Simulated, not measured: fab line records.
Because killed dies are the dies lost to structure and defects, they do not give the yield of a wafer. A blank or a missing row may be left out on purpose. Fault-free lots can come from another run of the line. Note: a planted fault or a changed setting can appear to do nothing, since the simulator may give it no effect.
fab line records    flow sky130
record: lots: 5  wafers: 27
route steps=708 shown CONTACT@422 METAL1@453 METAL2@485 CAPM@548
startH: start of the lot's first displayed wafer, in hours after the record's first day    waitH: hours from the lot's prior step to this one    " identical to the entry in the row above    L1.1+2: one row covering several wafers at once    - no value, or no start was given    * or withheld: withheld    < > ~ a bound
route shown NAME@n: a module of which the file shows steps, and the number in the route of the first    usual: average and standard deviation across the fault-free wafers    same: alike in all rows    chamber/n: place in a boat    sites: each site's reading    _std_site: standard deviation of those values    _edge_site: mean of outer sites minus mean of inner sites    radiusMm: for every site, how far away it sits from the centre of the wafer    mask NAME#n: copy n    behind: the most recent tool/chamber to have shaped the wafer    hold: what put the lot on hold/how long, in hours/how the hold closed    device: the n, p or np transistor that did not switch    end of line: at the end of the route, the tests of the same wafers    a step with no rows: only its recipe    killed: the dies lost at the first sort to structure and to defects; this is not the yield of the wafer    map: the dies of a wafer, with x for killed, . for not killed, _ for no die there
set.NAME: the setting that was run; set.NAME@STEP: the one run at that earlier step    model.NAME: the simulator's own value behind a step, which no gauge read
lots with deliberately changed settings; one table per step, one row per wafer
== steps ==
step: SKY_CONTACT_ETCH_16
recipe: chemistry: N2/H2  target: BARC  ionEnergyEv: 200  sourceW: 500  biasW: 100  pressureMtorr: 30  n2FlowSccm: 100  h2FlowSccm: 200  stopOn: SiO2  timeS: 45.9  targetDepthA: 600
usual: oesProductAu: 0.855/0.0049
lot.wafer  tool        chamber  startH  waitH  set.timeS  oesProductAu  model.KrF-thick_of_CONTACT_COAT_09.thkNm
L074.2     rieDiel-01  3        739.89  0.0    45.9       0.857         391
L074.3     "           1        "       "      45.9       0.854         390.1
L074.5     "           1        "       "      45.9       0.844         391.9
L076.1     rieDiel-04  3        754.07  0.0    63.11      0.797         376.1
L076.2     "           1        "       "      45.9       0.848         392.9
L076.3     "           0        "       "      45.9       0.853         392.9
L076.4     "           2        "       "      63.11      0.805         378.8
L076.5     "           0        "       "      63.11      0.798         377
L076.6     "           3        "       "      45.9       0.858         393.4
L081.1     rieDiel-01  3        815.04  0.0    45.9       0.855         390.7
L081.2     "           1        "       "      45.9       0.856         391.8
L081.3     "           0        "       "      45.9       0.857         391.3
L081.4     "           2        "       "      45.9       0.857         391.4
L081.5     "           3        "       "      45.9       0.856         390.6
L081.6     "           0        "       "      45.9       0.857         390.3
L082.1     rieDiel-04  2        816.19  0.0    45.9       0.853         396
L082.2     "           3        "       "      25.75      0.994         412.7
L082.3     "           1        "       "      25.75      1.021         412.6
L082.4     "           0        "       "      25.75      0.990         413.7
L082.5     "           0        "       "      45.9       0.858         395.5
L082.6     "           1        "       "      45.9       0.853         392
L085.1     rieDiel-04  3        820.73  0.0    45.9       0.859         389.7
L085.2     "           1        "       "      36.22      0.987         398.8
L085.3     "           2        "       "      36.22      0.975         400
L085.4     "           0        "       "      36.22      0.976         399.4
L085.5     "           1        "       "      45.9       0.855         388.1
L085.6     "           0        "       "      45.9       0.864         392
step: SKY_CONTACT_ETCH_17
recipe: target: SiO2  chemistry: C4F8/O2/Ar  stopOn: Si3N4  maskMaterial: KrF-thick  sourceW: 1500  biasW: 1200  pressureMtorr: 40  c4f8FlowSccm: withheld  O2_flow_sccm: 6  Ar_flow_sccm: 300  timeS: withheld  targetDepthA: 3400
lot.wafer  tool        chamber  startH  waitH  set.timeS@CONTACT_ETCH_16  model.KrF-thick_of_CONTACT_COAT_09.thkNm
L074.2     rieDiel-01  3        739.93  0.0    *                          325.8
L074.3     "           1        "       "      *                          324.4
L074.5     "           1        "       "      *                          325.7
L076.1     rieDiel-04  3        754.12  0.0    *                          310.6
L076.2     "           1        "       "      *                          326.1
L076.3     "           0        "       "      *                          328
L076.4     "           2        "       "      *                          315.3
L076.5     "           0        "       "      *                          312.3
L076.6     "           3        "       "      *                          327.7
L081.1     rieDiel-01  3        815.08  0.0    *                          325.4
L081.2     "           1        "       "      *                          325.8
L081.3     "           0        "       "      *                          325.5
L081.4     "           2        "       "      *                          326.7
L081.5     "           3        "       "      *                          325.2
L081.6     "           0        "       "      *                          324.4
L082.1     rieDiel-04  2        816.23  0.0    *                          332.2
L082.2     "           3        "       "      *                          348.2
L082.3     "           1        "       "      *                          345.9
L082.4     "           0        "       "      *                          350.1
L082.5     "           0        "       "      *                          331.5
L082.6     "           1        "       "      *                          325.1
L085.1     rieDiel-04  3        820.77  0.0    *                          325
L085.2     "           1        "       "      *                          331.6
L085.3     "           2        "       "      *                          335.8
L085.4     "           0        "       "      *                          334.8
L085.5     "           1        "       "      *                          321.5
L085.6     "           0        "       "      *                          327.5
step: SKY_CONTACT_ETCH_18
recipe: target: Si3N4  chemistry: CHF3/O2  stopOn: TiN  sourceW: 600  biasW: 200  pressureMtorr: 40  chf3FlowSccm: 50  O2_flow_sccm: 5  timeS: 39  targetDepthA: 750
lot.wafer  tool        chamber  startH  waitH  set.timeS@CONTACT_ETCH_16  model.KrF-thick_of_CONTACT_COAT_09.thkNm
L074.2     rieDiel-01  3        -       -      45.9                       240.3
L074.3     "           1        "       "      45.9                       238.6
L074.5     "           1        "       "      45.9                       240.4
L076.1     rieDiel-04  3        -       -      63.11                      225.9
L076.2     "           1        "       "      45.9                       239.6
L076.3     "           0        "       "      45.9                       243.7
L076.4     "           2        "       "      63.11                      232.3
L076.5     "           0        "       "      63.11                      228.5
L076.6     "           3        "       "      45.9                       243.1
L081.1+5   rieDiel-01  3        -       -      45.9                       240.9
L081.2     "           1        "       "      45.9                       239.7
L081.3     "           0        "       "      45.9                       240.6
L081.4     "           2        "       "      45.9                       242.1
L081.6     "           0        "       "      45.9                       239.2
L082.1     rieDiel-04  2        -       -      45.9                       249.2
L082.2     "           3        "       "      25.75                      263.8
L082.3     "           1        "       "      25.75                      259.4
L082.4     "           0        "       "      25.75                      266.7
L082.5     "           0        "       "      45.9                       247.5
L082.6     "           1        "       "      45.9                       238.9
L085.1     rieDiel-04  3        -       -      45.9                       241.1
L085.2     "           1        "       "      36.22                      245.3
L085.3     "           2        "       "      36.22                      252.9
L085.4     "           0        "       "      36.22                      251
L085.5     "           1        "       "      45.9                       233.9
L085.6     "           0        "       "      45.9                       243.6
step: SKY_CONTACT_STRIP_19
recipe: chemistry: O2/N2  powerW: 1400  pressureMtorr: 1500  platenTempC: withheld  o2FlowSccm: 3000  n2FlowSccm: 300  overashFraction: 0.5
usual: stripTimeToEndpointS: 3.61/0.031
lot.wafer  tool            chamber  startH  waitH  set.timeS@CONTACT_ETCH_16  stripTimeToEndpointS
L074.2     plasmaAsher-04  1        740.02  -      45.9                       3.59
L074.3     "               1        "       "      45.9                       3.59
L074.5     "               1        "       "      45.9                       3.58
L076.1     plasmaAsher-03  1        754.21  -      63.11                      3.43
L076.2     "               0        "       "      45.9                       3.58
L076.3     "               0        "       "      45.9                       3.61
L076.4     "               1        "       "      63.11                      3.48
L076.5     "               1        "       "      63.11                      3.45
L076.6     "               0        "       "      45.9                       3.60
L081.1     plasmaAsher-03  1        815.17  -      45.9                       3.59
L081.2     "               0        "       "      45.9                       3.58
L081.3     "               0        "       "      45.9                       3.58
L081.4     "               1        "       "      45.9                       3.62
L081.5     "               0        "       "      45.9                       3.62
L081.6     "               1        "       "      45.9                       3.58
L082.1     plasmaAsher-04  0        816.32  -      45.9                       3.67
L082.2     "               1        "       "      25.75                      3.84
L082.3     "               1        "       "      25.75                      3.78
L082.4     "               0        "       "      25.75                      3.89
L082.5     "               0        "       "      45.9                       3.66
L082.6     "               1        "       "      45.9                       3.59
L085.1     plasmaAsher-01  0        820.86  -      45.9                       3.60
L085.2     "               1        "       "      36.22                      3.65
L085.3     "               0        "       "      36.22                      3.72
L085.4     "               1        "       "      36.22                      3.69
L085.5     "               0        "       "      45.9                       3.52
L085.6     "               1        "       "      45.9                       3.62
step: SKY_METAL1_METAL_ETCH_19
recipe: targetDepthA: 3600  stopOn: SiO2  overEtchFrac: 0.3  timeS: 78  chemistry: Cl2/BCl3  resistSidewallDeg: 88  pressureMtorr: 10  icpW: 900  biasW: 48.5  Cl2_flow_sccm: 60  bcl3FlowSccm: 30
usual: oesProductAu: 0.857/0.0084
lot.wafer  tool         chamber  startH  waitH  set.targetDepthA  oesProductAu  model.KrF-thick_of_METAL1_COAT_10.thkNm  model.METAL1.cdNm  model.SiO2_of_CONTACT_HDPCVD_02.thkNm
L074.2     rieMetal-01  1        768.90  0.0    3600              0.865         158.8                                    141.5              326.1
L074.3     "            1        "       "      3600              0.846         156.4                                    142.2              325.1
L074.5     "            0        "       "      3600              0.848         155.9                                    141.1              325.6
L076.1     rieMetal-04  1        783.25  0.0    3600              0.864         159.6                                    140.6              326
L076.2     "            0        "       "      3600              0.862         156.3                                    139.2              326.1
L076.3     "            0        "       "      4759              0.757         82.24                                    128.3              322.7
L076.4     "            1        "       "      4759              0.746         80.09                                    133.5              321.5
L076.5     "            0        "       "      4759              0.738         79.88                                    129.8              322.3
L076.6     "            1        "       "      3600              0.853         157.2                                    142.3              327.4
L081.1     rieMetal-01  0        842.85  0.0    5481              0.691         29.62                                    123.8              321.4
L081.2     "            1        "       "      3600              0.863         156.7                                    140.9              327.9
L081.3     "            1        "       "      5481              0.686         33.54                                    125                320.4
L081.4     "            0        "       "      3600              0.864         156.7                                    136.7              325.3
L081.5     "            1        "       "      3600              0.870         156.5                                    139.7              326.5
L081.6     "            0        "       "      5481              0.700         32.94                                    123.8              320.5
L082.1     rieMetal-03  1        843.97  0.0    3600              0.865         163                                      136.2              327.8
L082.2     "            0        "       "      4811              0.745         74.96                                    131.2              322.8
L082.3     "            1        "       "      3600              0.852         165.3                                    137.9              327.1
L082.4     "            0        "       "      3600              0.864         154.6                                    140.2              325.4
L082.5     "            1        "       "      4811              0.724         89.91                                    128.2              323.5
L082.6     "            0        "       "      4811              0.743         73.98                                    133                323.3
L085.1     rieMetal-04  0        848.24  0.0    3600              0.843         161                                      137.8              327.5
L085.2     "            1        "       "      5092              0.732         58.4                                     130.2              322.1
L085.3     "            0        "       "      3600              0.862         159.3                                    137.1              326.5
L085.4     "            1        "       "      3600              0.858         156.6                                    144.7              325.6
L085.5     "            0        "       "      5092              0.713         67.22                                    128.6              323.5
L085.6     "            1        "       "      5092              0.709         56.96                                    134.1              320.4
step: SKY_METAL1_STRIP_20
recipe: chemistry: O2/N2  powerW: 1400  pressureMtorr: 1500  platenTempC: withheld  o2FlowSccm: 3000  n2FlowSccm: 300  overashFraction: 0.5
usual: oesProductAu: 0.343/0.0049  stripTimeToEndpointS: 2.69/0.038
lot.wafer  tool            chamber  startH  waitH  set.targetDepthA@METAL1_METAL_ETCH_19  oesProductAu  stripTimeToEndpointS
L074.2     plasmaAsher-02  0        768.99  0.1    3600                                   0.345         2.69
L074.3     "               1        "       "      3600                                   0.344         2.68
L074.5     "               1        "       "      3600                                   0.349         2.66
L076.1     plasmaAsher-02  1        783.34  0.1    3600                                   0.344         2.70
L076.2     "               0        "       "      3600                                   0.342         2.68
L076.3     "               0        "       "      4759                                   0.317         1.84
L076.4     "               1        "       "      4759                                   0.306         1.82
L076.5     "               1        "       "      4759                                   0.306         1.80
L076.6     "               0        "       "      3600                                   0.339         2.69
L081.1     plasmaAsher-03  0        842.94  0.1    5481                                   0.285         1.24
L081.2     "               1        "       "      3600                                   0.335         2.67
L081.3     "               1        "       "      5481                                   0.281         1.30
L081.4     "               0        "       "      3600                                   0.343         2.69
L081.5     "               1        "       "      3600                                   0.338         2.66
L081.6     "               0        "       "      5481                                   0.284         1.27
L082.1     plasmaAsher-02  1        844.06  0.1    3600                                   0.345         2.75
L082.2     "               0        "       "      4811                                   0.298         1.76
L082.3     "               1        "       "      3600                                   0.349         2.78
L082.4     "               0        "       "      3600                                   0.334         2.65
L082.5     "               0        "       "      4811                                   0.302         1.92
L082.6     "               1        "       "      4811                                   0.305         1.75
L085.1     plasmaAsher-02  0        848.33  0.1    3600                                   0.341         2.72
L085.2     "               1        "       "      5092                                   0.297         1.58
L085.3     "               0        "       "      3600                                   0.350         2.70
L085.4     "               1        "       "      3600                                   0.341         2.67
L085.5     "               1        "       "      5092                                   0.313         1.67
L085.6     "               0        "       "      5092                                   0.299         1.55
step: SKY_METAL2_SPUTTER_02
recipe: material: AlCu  targetThkNm: 250  powerW: 10600  timeS: 13.3  chamberPressurePa: 0.4
lot.wafer  tool           chamber  startH  waitH  set.timeS  model.AlCu_of_METAL2_SPUTTER_02.thkNm
L074.2     pvdSputter-02  -        797.94  0.0    13.3       250.9
L074.3     "              -        "       "      13.3       248.3
L074.5     "              -        "       "      13.3       248.9
L076.1     pvdSputter-01  -        812.08  0.0    13.3       246.6
L076.2     "              -        "       "      20.68      391.7
L076.3     "              -        "       "      20.68      389.6
L076.4     "              -        "       "      13.3       250.7
L076.5     "              -        "       "      20.68      388.2
L076.6     "              -        "       "      13.3       247.5
L081.1     pvdSputter-02  -        871.25  0.0    13.3       251.2
L081.2     "              -        "       "      13.3       254.2
L081.3     "              -        "       "      13.3       248.9
L081.4     "              -        "       "      13.3       253.1
L081.5     "              -        "       "      13.3       251
L081.6     "              -        "       "      13.3       254.6
L082.1     pvdSputter-04  -        872.99  0.0    13.3       251.4
L082.2     "              -        "       "      13.3       254.1
L082.3     "              -        "       "      13.3       253.9
L082.4     "              -        "       "      9.252      176.2
L082.5     "              -        "       "      9.252      173.8
L082.6     "              -        "       "      9.252      176.1
L085.1     pvdSputter-02  -        877.00  0.0    13.3       248.4
L085.2     "              -        "       "      9.328      178.2
L085.3     "              -        "       "      9.328      173.9
L085.4     "              -        "       "      13.3       251.6
L085.5     "              -        "       "      9.328      175.1
L085.6     "              -        "       "      13.3       252.5
step: SKY_METAL2_SPUTTER_03
recipe: material: Ti  targetThkNm: 5  powerW: 3000  timeS: 3.3  chamberPressurePa: 0.4
step: SKY_METAL2_SPUTTER_04
recipe: material: TiN  targetThkNm: 70  powerW: 6500  timeS: 58.3  chamberPressurePa: 0.4
step: SKY_METAL2_RS_MEAS_05
recipe: thkMeasGauge: four-point-probe  reads: TiN_of_METAL2_SPUTTER_04+Ti_of_METAL2_SPUTTER_03+AlCu_of_METAL2_SPUTTER_02+TiN_of_METAL2_SPUTTER_01+Ti_of_METAL2_SPUTTER_00
usual: METAL2_ALCU_RS: 0.1266/0.0014
lot.wafer  tool          chamber  startH  waitH  set.timeS@METAL2_SPUTTER_02  METAL2_ALCU_RS[ohm/sq]
L074.2     filmMetro-04  -        798.05  0.0    13.3                         0.1263
L074.3     "             -        "       "      13.3                         0.1274
L074.5     "             -        "       "      13.3                         0.1272
L076.1     filmMetro-03  -        812.17  0.0    13.3                         0.1287
L076.2     "             -        "       "      20.68                        0.0803
L076.3     "             -        "       "      20.68                        0.0805
L076.4     "             -        "       "      13.3                         0.1266
L076.5     "             -        "       "      20.68                        0.0809
L076.6     "             -        "       "      13.3                         0.1282
L081.1     filmMetro-02  -        871.34  0.0    13.3                         0.1258
L081.2     "             -        "       "      13.3                         0.1245
L081.3     "             -        "       "      13.3                         0.1273
L081.4     "             -        "       "      13.3                         0.1254
L081.5     "             -        "       "      13.3                         0.1260
L081.6     "             -        "       "      13.3                         0.1241
L082.1     filmMetro-03  -        873.08  0.0    13.3                         0.1260
L082.2     "             -        "       "      13.3                         0.1245
L082.3     "             -        "       "      13.3                         0.1249
L082.4     "             -        "       "      9.252                        0.1824
L082.5     "             -        "       "      9.252                        0.1851
L082.6     "             -        "       "      9.252                        0.1823
L085.1     filmMetro-03  -        877.09  0.0    13.3                         0.1278
L085.2     "             -        "       "      9.328                        0.1803
L085.3     "             -        "       "      9.328                        0.1852
L085.4     "             -        "       "      13.3                         0.1260
L085.5     "             -        "       "      9.328                        0.1835
L085.6     "             -        "       "      13.3                         0.1254
step: SKY_METAL2_THK_MEAS_06
recipe: thkMeasGauge: xrf  reads: AlCu_of_METAL2_SPUTTER_02
usual: METAL2_ALCU_THK: 250.0/2.9
lot.wafer  tool          chamber  startH  waitH  set.timeS@METAL2_SPUTTER_02  METAL2_ALCU_THK[nm]
L074.2     filmMetro-04  -        798.16  0.1    13.3                         250.8
L074.3     "             -        "       "      13.3                         246.6
L074.5     "             -        "       "      13.3                         249.5
L076.1     filmMetro-03  -        812.29  0.1    13.3                         246.4
L076.2     "             -        "       "      20.68                        390.2
L076.3     "             -        "       "      20.68                        389.1
L076.4     "             -        "       "      13.3                         249.2
L076.5     "             -        "       "      20.68                        387.1
L076.6     "             -        "       "      13.3                         245.7
L081.1     filmMetro-02  -        871.46  0.1    13.3                         250.8
L081.2     "             -        "       "      13.3                         253.7
L081.3     "             -        "       "      13.3                         247.7
L081.4     "             -        "       "      13.3                         253.6
L081.5     "             -        "       "      13.3                         249.7
L081.6     "             -        "       "      13.3                         255.1
L082.1     filmMetro-03  -        873.20  0.1    13.3                         249.1
L082.2     "             -        "       "      13.3                         251.4
L082.3     "             -        "       "      13.3                         254.1
L082.4     "             -        "       "      9.252                        174.8
L082.5     "             -        "       "      9.252                        172.5
L082.6     "             -        "       "      9.252                        175.5
L085.1     filmMetro-03  -        877.21  0.1    13.3                         245.7
L085.2     "             -        "       "      9.328                        177.3
L085.3     "             -        "       "      9.328                        173.1
L085.4     "             -        "       "      13.3                         252.2
L085.5     "             -        "       "      9.328                        174.0
L085.6     "             -        "       "      13.3                         251.2
step: SKY_METAL2_DEHYDRATE_07
recipe: tempC: 200  timeS: 60
step: SKY_METAL2_HMDS_08
recipe: primeTimeS: 60  primeTempC: 120
step: SKY_METAL2_DESCUM_17
recipe: chemistry: O2  sourcePowerW: 150  biasPowerW: 0  pressureMtorr: 10  tempC: 40  timeS: 8
step: SKY_METAL2_ETCH_18
recipe: chemistry: N2/H2  target: BARC  ionEnergyEv: 200  biasW: 100  pressureMtorr: 30  n2FlowSccm: 100  h2FlowSccm: 200  icpW: 500  stopOn: SiO2  timeS: 45.9  targetDepthA: 600
step: SKY_METAL2_METAL_ETCH_19
recipe: targetDepthA: 3600  stopOn: SiO2  overEtchFrac: 0.3  timeS: 78  chemistry: Cl2/BCl3  resistSidewallDeg: 88  pressureMtorr: 10  icpW: 900  biasW: 48.5  Cl2_flow_sccm: 60  bcl3FlowSccm: 30
usual: oesProductAu: 0.855/0.0063
lot.wafer  tool         chamber  startH  waitH  set.timeS@METAL2_SPUTTER_02  oesProductAu
L074.2     rieMetal-04  1        824.04  0.0    13.3                         0.852
L074.3     "            0        "       "      13.3                         0.860
L074.5     "            0        "       "      13.3                         0.853
L076.1     rieMetal-01  1        838.54  0.0    13.3                         0.839
L076.2     "            0        "       "      20.68                        1.002
L076.3     "            0        "       "      20.68                        1.010
L076.4     "            1        "       "      13.3                         0.854
L076.5     "            0        "       "      20.68                        1.006
L076.6     "            1        "       "      13.3                         0.858
L081.1     rieMetal-01  1        896.82  0.1    13.3                         0.857
L081.2     "            1        "       "      13.3                         0.857
L081.3     "            1        "       "      13.3                         0.854
L081.4     "            1        "       "      13.3                         0.859
L081.5     "            1        "       "      13.3                         0.862
L081.6     "            1        "       "      13.3                         0.854
L082.1     rieMetal-04  0        898.67  0.1    13.3                         0.849
L082.2     "            1        "       "      13.3                         0.859
L082.3     "            1        "       "      13.3                         0.857
L082.4     "            0        "       "      9.252                        0.784
L082.5     "            0        "       "      9.252                        0.781
L082.6     "            1        "       "      9.252                        0.769
L085.1     rieMetal-04  1        903.04  0.0    13.3                         0.848
L085.2     "            0        "       "      9.328                        0.794
L085.3     "            1        "       "      9.328                        0.793
L085.4     "            0        "       "      13.3                         0.862
L085.5     "            1        "       "      9.328                        0.784
L085.6     "            0        "       "      13.3                         0.852
step: SKY_CAPM_DEVELOP_11
recipe: resist: NOVOLAK  developer: TMAH  developTimeS: 60  devTempC: 23
lot.wafer         tool           chamber  startH  waitH  set.developTimeS
L074.2+3+5        lithoTrack-04  0        878.86  0.1    60
L076.1+2+3+4+5+6  lithoTrack-04  0        893.39  0.1    60
L081.1+4+5        lithoTrack-04  0        949.34  0.1    60
L081.2+3+6        "              0        "       "      48.72
L082.1+2+6        lithoTrack-04  0        950.44  0.1    60
L082.3+4+5        "              0        "       "      24.4
L085.1+2+3+4+5+6  lithoTrack-03  0        955.22  0.1    60
step: SKY_CAPM_METAL_ETCH_13
recipe: targetDepthNm: 220  stopOn: SiO2  chemistry: Cl2/BCl3  target: TiN  pressureMtorr: 10  icpW: 900  biasW: 48.5  Cl2_flow_sccm: 60  bcl3FlowSccm: 30  timeS: 62.9
lot.wafer  tool         chamber  startH  waitH  set.developTimeS@CAPM_DEVELOP_11  model.CAPM.cdNm
L074.2     rieMetal-04  1        879.02  0.0    60                                999.5
L074.3     "            0        "       "      60                                998
L074.5     "            0        "       "      60                                996.6
L076.1     rieMetal-03  1        893.57  0.0    60                                995.3
L076.2     "            0        "       "      60                                997.5
L076.3     "            1        "       "      60                                996.6
L076.4     "            0        "       "      60                                999.8
L076.5     "            0        "       "      60                                998.7
L076.6     "            1        "       "      60                                996.1
L081.1     rieMetal-04  1        949.52  0.0    60                                996.9
L081.2     "            0        "       "      48.72                             1017
L081.3     "            0        "       "      48.72                             1020
L081.4     "            1        "       "      60                                998.9
L081.5     "            0        "       "      60                                996.1
L081.6     "            1        "       "      48.72                             1018
L082.1+6   rieMetal-04  1,0      950.62  0.0    60                                1000
L082.2     "            0        "       "      60                                999.5
L082.3     "            0        "       "      24.4                              1104
L082.4     "            1        "       "      24.4                              -
L082.5     "            1        "       "      24.4                              1105
L085.1+2   rieMetal-04  1,0      955.41  0.0    60                                1003
L085.3     "            1        "       "      60                                1004
L085.4     "            0        "       "      60                                1001
L085.5     "            1        "       "      60                                999.7
L085.6     "            0        "       "      60                                999.1
== key ==
split: step: SKY_CONTACT_ETCH_16  setting: timeS  stated: 45.9  by: wafer
response: step: SKY_CONTACT_ETCH_16  reading: oesProductAu  change: -0.0029  per: 1%  r: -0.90
response: step: SKY_CONTACT_ETCH_16  reading: model.KrF-thick_of_CONTACT_COAT_09.thkNm  change: -0.425  per: 1%  r: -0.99
response: step: SKY_CONTACT_ETCH_17  reading: model.KrF-thick_of_CONTACT_COAT_09.thkNm  change: -0.41  per: 1%  r: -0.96
response: step: SKY_CONTACT_ETCH_18  reading: model.KrF-thick_of_CONTACT_COAT_09.thkNm  change: -0.398  per: 1%  r: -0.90
response: step: SKY_CONTACT_STRIP_19  reading: stripTimeToEndpointS  change: *  per: 1%  r: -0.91
split: step: SKY_METAL1_METAL_ETCH_19  setting: targetDepthA  stated: 3600  by: wafer
response: step: SKY_METAL1_METAL_ETCH_19  reading: oesProductAu  change: -0.0034  per: 1%  r: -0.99
response: step: SKY_METAL1_METAL_ETCH_19  reading: model.KrF-thick_of_METAL1_COAT_10.thkNm  change: -2.39  per: 1%  r: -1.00
response: step: SKY_METAL1_METAL_ETCH_19  reading: model.METAL1.cdNm  change: -0.26  per: 1%  r: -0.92
response: step: SKY_METAL1_METAL_ETCH_19  reading: model.SiO2_of_CONTACT_HDPCVD_02.thkNm  change: -0.113  per: 1%  r: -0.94
response: step: SKY_METAL1_STRIP_20  reading: oesProductAu  change: -0.00106  per: 1%  r: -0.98
response: step: SKY_METAL1_STRIP_20  reading: stripTimeToEndpointS  change: *  per: 1%  r: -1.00
split: step: SKY_METAL2_SPUTTER_02  setting: timeS  stated: 13.3  by: wafer
response: step: SKY_METAL2_SPUTTER_02  reading: model.AlCu_of_METAL2_SPUTTER_02.thkNm  change: +2.55  per: 1%  r: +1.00
response: step: SKY_METAL2_RS_MEAS_05  reading: METAL2_ALCU_RS  change: -0.00124  per: 1%  r: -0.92
response: step: SKY_METAL2_THK_MEAS_06  reading: METAL2_ALCU_THK  change: +2.54  per: 1%  r: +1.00
response: step: SKY_METAL2_METAL_ETCH_19  reading: oesProductAu  change: +0.00263  per: 1%  r: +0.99
split: step: SKY_CAPM_DEVELOP_11  setting: developTimeS  stated: 60  by: wafer
response: step: SKY_CAPM_METAL_ETCH_13  reading: model.CAPM.cdNm  change: -1.69  per: 1%  r: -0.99
